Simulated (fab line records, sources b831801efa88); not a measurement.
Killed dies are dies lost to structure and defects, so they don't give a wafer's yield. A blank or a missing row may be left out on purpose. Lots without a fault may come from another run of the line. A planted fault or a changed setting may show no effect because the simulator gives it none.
Split-lot experiment | flow gf180mcu | 5 lots, 23 wafers read, on a route of 602 steps

THE SPLIT
At GF_V2_CVD_00 (deposits SiO2, target thk 600 nm, time 100 s), the setting sih4_flow_sccm was moved away from the recipe's 60 sccm on 8 of the 23 wafers read, by -12.3% to -4.0%. The other wafers ran this setting at the recipe's value.

The file shows no step between the split and the reading.

THE READING
V2_CVD_00_THK, in nm, at GF_V2_THK_MEAS_01. Fault-free wafers of this fab line usually give 598 nm, standard deviation 7 nm.

wafer  | tool, chamber at the split | sih4_flow_sccm as run, sccm | against the recipe | V2_CVD_00_THK, nm | against lot-mates on the recipe
L076.3 | hdpcvd-01, 2               | 60                          | recipe             | 591               | -
L076.4 | hdpcvd-01, 1               | 60                          | recipe             | 600               | -
L076.6 | hdpcvd-01, 0               | 60                          | recipe             | 602               | -
L078.1 | hdpcvd-02, 1               | 60                          | recipe             | 589               | -
L078.2 | hdpcvd-02, 2               | 60                          | recipe             | 585               | -
L078.4 | hdpcvd-02, 1               | 60                          | recipe             | 602               | -
L078.5 | hdpcvd-02, 1               | 60                          | recipe             | 595               | -
L078.6 | hdpcvd-02, 2               | 60                          | recipe             | 585               | -
L079.1 | hdpcvd-01, 1               | 57.58                       | -4.0%              | 578               | -26
L079.2 | hdpcvd-01, 2               | 60                          | recipe             | 599               | -
L079.3 | hdpcvd-01, 0               | 57.58                       | -4.0%              | 593               | -11
L079.4 | hdpcvd-01, 0               | 60                          | recipe             | 613               | -
L079.6 | hdpcvd-01, 2               | 60                          | recipe             | 599               | -
L080.1 | hdpcvd-01, 1               | 56.77                       | -5.4%              | 564               | -36
L080.2 | hdpcvd-01, 2               | 60                          | recipe             | 594               | -
L080.4 | hdpcvd-01, 2               | 56.77                       | -5.4%              | 555               | -44
L080.5 | hdpcvd-01, 1               | 56.77                       | -5.4%              | 569               | -30
L080.6 | hdpcvd-01, 0               | 60                          | recipe             | 605               | -
L083.1 | hdpcvd-01, 2               | 52.6                        | -12.3%             | 520               | -76
L083.2 | hdpcvd-01, 1               | 52.6                        | -12.3%             | 529               | -68
L083.3 | hdpcvd-01, 0               | 60                          | recipe             | 603               | -
L083.5 | hdpcvd-01, 0               | 52.6                        | -12.3%             | 537               | -60
L083.6 | hdpcvd-01, 2               | 60                          | recipe             | 590               | -

THE FIT
A straight line over all 23 wafers: V2_CVD_00_THK changes by +5.54 nm for each +1% of sih4_flow_sccm; r = +0.94; the points scatter about the line by 8.5 nm.
The same after taking each lot's own level away (the mean of its wafers on the recipe; 23 wafers): +5.62 nm for each +1%; r = +0.96; scatter 7.2 nm.
On that fit, the largest move of sih4_flow_sccm shifts the reading by 69 nm.
The lots' own levels span 591.2 to 603.7 nm, that is 1.8 times the standard deviation above.
So the lot-to-lot level changes the slope little: the two slopes agree.
Check: with one of the wafers moved furthest among these (-12.3%) left out of the fit, the line predicts -67 nm for it against its lot-mates. It came out at -76.5 nm against them.

OTHER SPLITS ON THESE WAFERS
These wafers also went through other splits before the reading. Each is held against what the fit with the lots' levels taken away leaves over:
other split on the same wafers | wafers away from the commonest value | r with V2_CVD_00_THK (lot level and that fit taken away)
GF_M1_METAL_ETCH_16 bias_w     | 8                                    | -0.32
GF_M2_SPUTTER_02 power_w       | 10                                   | +0.18
GF_M2_SOFTBAKE_10 temp_c       | 10                                   | +0.40

THE WHOLE CHAIN: every reading that the file lists as answering this split, in the file's order
step              | what it does                                 | reading                                                                   | change (the file's fit)              | r (the file's)
GF_V2_CVD_00      | deposits SiO2, target thk 600 nm, time 100 s | SiO2_of_V2_CVD_00.thk_nm (the simulator's own value, which no gauge read) | +5.64 nm for each +1% of the setting | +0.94
GF_V2_THK_MEAS_01 |                                              | V2_CVD_00_THK                                                             | +5.63 for each +1% of the setting    | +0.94

THE FILE'S OWN FIT
V2_CVD_00_THK changes by +5.63 nm for each +1% of sih4_flow_sccm, r = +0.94.
